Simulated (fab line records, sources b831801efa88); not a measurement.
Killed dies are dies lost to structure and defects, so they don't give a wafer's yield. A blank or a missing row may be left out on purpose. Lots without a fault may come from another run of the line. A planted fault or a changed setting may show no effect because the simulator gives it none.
Chamber matching | flow gf180mcu | GF_V4_CVD_02 on pecvd-04: 3 sister chambers
The step deposits SiO2 from TEOS, target thk 850 nm, time 94.851 s. 3 wafers are shown with their chamber, then 7 later ones without.

WAFERS WITH THEIR CHAMBER
wafer  | chamber | heater_power_w (W)
L283.4 | 1       | 526
L286.3 | 0       | 675
L286.5 | 2       | 692

WAFERS WITHOUT THEIR CHAMBER
wafer  | heater_power_w (W)
L286.6 | 660
L288.1 | 643
L288.4 | 656
L288.6 | 706
L291.1 | 636
L291.4 | 667
L291.5 | 607

WHICH CHAMBER EACH WENT THROUGH
wafer  | from the rows above          | in truth
L286.6 | can't be placed: 0 or 2      | 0
L288.1 | can't be placed: 0 or 2      | 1
L288.4 | can't be placed: 0 or 2      | 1
L288.6 | can't be placed: 2 or 0      | 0
L291.1 | can't be placed: 0 or 2      | 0
L291.4 | can't be placed: 0 or 2      | 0
L291.5 | can't be placed: 0 or 1 or 2 | 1
Placed correctly: 0 of 7. Can't be placed from these rows: 7 (the true chamber is among the candidates in 5). Placed wrongly: 0.
How it was worked out, from the rows above alone: a wafer's distance from a chamber is the root of the sum, over the readings, of the square of ((its reading less the chamber's mean) divided by the reading's scatter). The wafer belongs to the nearest chamber; if the next one is less than 2 further off, it can't be placed. A chamber's mean is the mean of its shown wafers. The scatter: with one shown wafer a chamber, the root of the mean of the squares of how far each hidden wafer lies from its nearest shown one.
